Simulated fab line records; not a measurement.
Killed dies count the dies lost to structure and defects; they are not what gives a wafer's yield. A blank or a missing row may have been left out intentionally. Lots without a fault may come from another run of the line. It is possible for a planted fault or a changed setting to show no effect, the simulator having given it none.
Problem report, 8D (eight disciplines) form, completed by code    flow sky130    the parts of the form that need people (team, actions taken, sign-off) are left out

1. THE PROBLEM
Wafers without a fault read 119.15 s, standard deviation 0.22; runLengthS at SKY_VIA1_SOFTBAKE_08 reads a mean of 96.97 s on 4 wafers belonging to 2 lots. So: -99 or more standard deviations from the usual mean.
The step: time 90 s.
The first sign was on wafer L992.3 at day 36 01:00, on lithoTrack-03. The record has a number at this step for 39 wafers belonging to 13 lots. By rule, "out" or "out of limits" means more than 4 standard deviations away from the usual mean. The other wafers with a number count as sound.

2. WHAT IT IS, WHAT IT ISN'T
question                     is                              is not
which readings at this step  runLengthS, heaterPowerTotalW   -
which lots                   L992, L996                      L101, L102, L103, L105, L106, L107, L108, L985, L987, L988, L989
which wafers of those lots   L992.3, L992.5, L996.3, L996.5  L992.6, L996.6
read on which tools          lithoTrack-03                   lithoTrack-01, lithoTrack-04
when                         from day 36 01:00               up to then (13 sound wafers); but 22 sound wafers of L101, L102, L103, L105, L106, L107, L108, L996 came after

3. WHAT RULES OUT EACH SUSPECT
Counting: any tool at a process step up to the reading remains a suspect provided it ran every lot that is out. Sound lots after the first of them don't rule it out here, since some wafers of a struck lot are sound.
- pvdSputter-04 at SKY_METAL1_SPUTTER_04 (material TiN, target thk 70 nm, time 58.3 s): kept. It ran every lot that is out, first L992 (day 34 08:15); its last sound lot up to then is L987 (day 33 10:57).
- lithoTrack-03 at SKY_VIA1_SOFTBAKE_08 (time 90 s): kept. It ran every lot that is out, first L992 (day 36 01:00); its last sound lot up to then is L988 (day 35 07:00). Its own readings are out on those wafers: heaterPowerTotalW, runLengthS.
After counting, pvdSputter-04 at SKY_METAL1_SPUTTER_04 and lithoTrack-03 at SKY_VIA1_SOFTBAKE_08 remain.

4. THE CAUSE (what the simulator had put in)
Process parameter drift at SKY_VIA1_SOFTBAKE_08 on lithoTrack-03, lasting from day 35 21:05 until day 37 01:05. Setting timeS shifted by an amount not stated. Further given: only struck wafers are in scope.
Of the 2 suspects that counting leaves, this tool is one.

5. THE EFFECT CHAIN, in route order
Each row: a reading whose mean over the struck wafers that have a number lies more than 3 standard deviations from the usual. Readings are gone through only where the record gives a usual standard deviation; hours: the median, over the lots, of the time from a lot's start at the first step in this table giving one to that lot's start at this step; sigmas: the change measured in usual standard deviations.
hours  step                  reading            usual     on struck wafers  change  sigmas
0      SKY_VIA1_SOFTBAKE_08  heaterPowerTotalW  57.35 W   62.88             +5.53   +50
0      SKY_VIA1_SOFTBAKE_08  runLengthS         119.15 s  96.97             -22.18  -99 or more
The process steps in it:
- SKY_VIA1_SOFTBAKE_08: time 90 s.
Later steps that measure or inspect, where all struck wafers having a row at the step show a number for every such reading and not one has moved that far: SKY_VIA1_OVL_MEAS_13.

6. WHAT WOULD HAVE CAUGHT IT SOONER
First out-of-limits reading in this record: day 36 01:00, which is 4 hours after fault onset at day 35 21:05.
